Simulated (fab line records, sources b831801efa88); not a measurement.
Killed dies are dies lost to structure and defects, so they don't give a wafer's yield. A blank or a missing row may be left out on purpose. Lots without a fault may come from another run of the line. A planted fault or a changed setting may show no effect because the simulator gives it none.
Which tool did it? | flow gf180mcu | 14 lots, 42 wafers sampled, at 4 steps of a route of 602

WHAT THE GAUGES READ, wafer by wafer
GF_VT_IMPLANT_RS_MEAS_48: measures by four-point-probe. Usual: LVPWELL_RS 1196.6 ohm/sq, standard deviation 2.7.
lot  | measured     | on            | LVPWELL_RS (ohm/sq)  | flag
L524 | day 8 02:21  | film_metro-01 | 1195.0 1195.6 1195.5 |
L523 | day 8 05:19  | film_metro-01 | 1192.9 1193.8 1193.9 |
L526 | day 8 19:38  | film_metro-02 | 1194.8 1199.3 1200.4 |
L527 | day 9 00:00  | film_metro-04 | 1198.0 1197.6 1197.4 |
L531 | day 10 00:33 | film_metro-02 | 1197.4 1192.5 1196.3 |
L532 | day 10 08:19 | film_metro-01 | 1200.7 1201.2 1197.9 |
L534 | day 10 21:40 | film_metro-02 | 1196.6 1197.6 1195.9 |
L535 | day 11 07:37 | film_metro-01 | 1201.1 1198.2 1200.3 |
L536 | day 11 16:46 | film_metro-02 | 1195.9 1193.7 1198.0 |
L537 | day 11 21:21 | film_metro-04 | 1197.2 1198.3 1196.5 |
L538 | day 12 01:29 | film_metro-02 | 1196.5 1198.6 1194.2 |
L539 | day 12 09:15 | film_metro-02 | 1194.0 1194.2 1196.3 |
L540 | day 12 18:27 | film_metro-04 | 1197.4 1196.0 1194.8 |
L542 | day 13 07:27 | film_metro-02 | 1195.5 1192.7 1198.8 |

GF_HV_LDD_CD_MEAS_19: target cd 400 nm. Usual: cd_nm 400.4 nm, standard deviation 2.4.
lot  | measured     | on        | cd_nm (nm)        | flag
L524 | day 11 06:49 | cd_sem-02 | 399.6 400.1 398.8 |
L523 | day 11 11:01 | cd_sem-01 | 402.0 401.3 402.6 |
L526 | day 12 01:50 | cd_sem-01 | 397.8 396.0 396.0 |
L527 | day 12 09:25 | cd_sem-02 | 403.2 402.4 406.1 |
L531 | day 13 13:58 | cd_sem-01 | 404.5 401.9 407.2 |
L532 | day 13 20:29 | cd_sem-02 | 401.2 400.7 403.5 |
L534 | day 14 11:14 | cd_sem-02 | 397.8 402.2 402.7 |
L535 | day 15 00:59 | cd_sem-01 | 395.6 396.6 396.2 |
L536 | day 15 10:22 | cd_sem-02 | 399.7 399.6 399.3 |
L537 | day 15 17:16 | cd_sem-01 | 403.5 403.6 403.1 |
L538 | day 15 20:31 | cd_sem-02 | 400.6 401.1 399.8 |
L539 | day 16 02:34 | cd_sem-02 | 398.6 396.9 396.3 |
L540 | day 16 15:13 | cd_sem-02 | 404.1 403.6 405.6 |
L542 | day 17 05:52 | cd_sem-02 | 401.3 403.7 401.3 |

GF_HV_LDD_OVL_MEAS_20. Usual: HV_LDD_01_OVL 0.7 nm, standard deviation 1.3.
lot  | measured     | on         | HV_LDD_01_OVL (nm) | flag
L524 | day 11 06:56 | overlay-01 | 1.8 4.0 1.1        |
L523 | day 11 11:08 | overlay-02 | -0.3 -0.9 -0.5     |
L526 | day 12 01:56 | overlay-02 | 1.0 2.5 1.8        |
L527 | day 12 09:32 | overlay-02 | -0.5 -0.8 1.9      |
L531 | day 13 14:05 | overlay-02 | -0.1 0.6 -0.5      |
L532 | day 13 20:35 | overlay-02 | 0.7 2.1 1.9        |
L534 | day 14 11:20 | overlay-01 | 4.0 2.1 1.3        |
L535 | day 15 01:05 | overlay-01 | 0.7 0.6 0.8        |
L536 | day 15 10:29 | overlay-02 | 0.1 0.0 0.3        |
L537 | day 15 17:23 | overlay-01 | 1.8 1.5 1.7        |
L538 | day 15 20:38 | overlay-02 | -0.2 1.1 2.0       |
L539 | day 16 02:41 | overlay-02 | 0.2 0.9 2.0        |
L540 | day 16 15:20 | overlay-01 | -0.4 -1.8 -1.5     |
L542 | day 17 05:59 | overlay-01 | 0.5 0.5 -0.2       |

WHICH TOOL RAN EACH LOT (tool, then ch and the chambers of the sampled wafers, then the start)
lot  | GF_HV_LDD_SOFTBAKE_03
L524 | litho_track-04 ch 0, day 10 03:43
L523 | litho_track-01 ch 0, day 10 06:55
L526 | litho_track-03 ch 0, day 10 22:08
L527 | litho_track-04 ch 0, day 11 04:04
L531 | litho_track-04 ch 0, day 12 08:28
L532 | litho_track-01 ch 0, day 12 14:26
L534 | litho_track-01 ch 0, day 13 04:53
L535 | litho_track-01 ch 0, day 13 16:53
L536 | litho_track-03 ch 0, day 14 02:10
L537 | litho_track-04 ch 0, day 14 09:04
L538 | litho_track-04 ch 0, day 14 12:01
L539 | litho_track-04 ch 0, day 14 18:01
L540 | litho_track-01 ch 0, day 15 05:13
L542 | litho_track-01 ch 0, day 15 19:04
- GF_HV_LDD_SOFTBAKE_03: time 60 s.

WHAT THE TOOLS THEMSELVES READ (means of the sampled wafers that have a number; where no wafer has one, the mark that the record gives instead)
GF_HV_LDD_SOFTBAKE_03. Usual: run_length_s 89.03 s, standard deviation 0.19.
lot  | tool           | run_length_s (s) | flag
L524 | litho_track-04 | 89.02            |
L523 | litho_track-01 | 89.22            |
L526 | litho_track-03 | 88.85            |
L527 | litho_track-04 | 88.90            |
L531 | litho_track-04 | 88.98            |
L532 | litho_track-01 | 89.27            |
L534 | litho_track-01 | 89.19            |
L535 | litho_track-01 | 89.24            |
L536 | litho_track-03 | 88.83            |
L537 | litho_track-04 | 88.92            |
L538 | litho_track-04 | 88.98            |
L539 | litho_track-04 | 89.00            |
L540 | litho_track-01 | 104.56           | OFF
L542 | litho_track-01 | 104.50           | OFF

THE ANSWER, worked out from the rows above alone
Rule: a lot is off if the mean of its wafers that have a number lies more than 3 standard deviations from the usual mean. A lot without any number at a reading at which 4 lots or more have one is off too. The other lots that the step has rows for count as sound. The gauges are gone through in route order, then the tools' own readings, and for those a lot's mean is taken as printed above. The first step at which some lot is off is used, and at that step the reading that is off furthest; a lot without a number counts as furthest.
Off: L540, L542, at GF_HV_LDD_SOFTBAKE_03 (run_length_s).
A tool fits if, at that step or a process step before it, it ran every lot that is off, and no sound lot after the first of them. One fits: litho_track-01 at GF_HV_LDD_SOFTBAKE_03. Its last sound lot is L535 (day 13 16:53), its first lot that is off L540 (day 15 05:13): a fault that began between those two fits.
The tool's own readings at GF_HV_LDD_SOFTBAKE_03 bear it out: on the lots that are off they differ by more than 5 times the standard deviation of the sound lots' means. run_length_s reads 104.53 s there against 89.03 s on the sound lots.

WHAT THE SIMULATOR HAD PUT IN
Process parameter drift: litho_track-01, from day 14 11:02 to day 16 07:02, at GF_HV_LDD_SOFTBAKE_03. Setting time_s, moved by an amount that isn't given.
Lots struck among those shown: L540, L542. The rule above found the same.
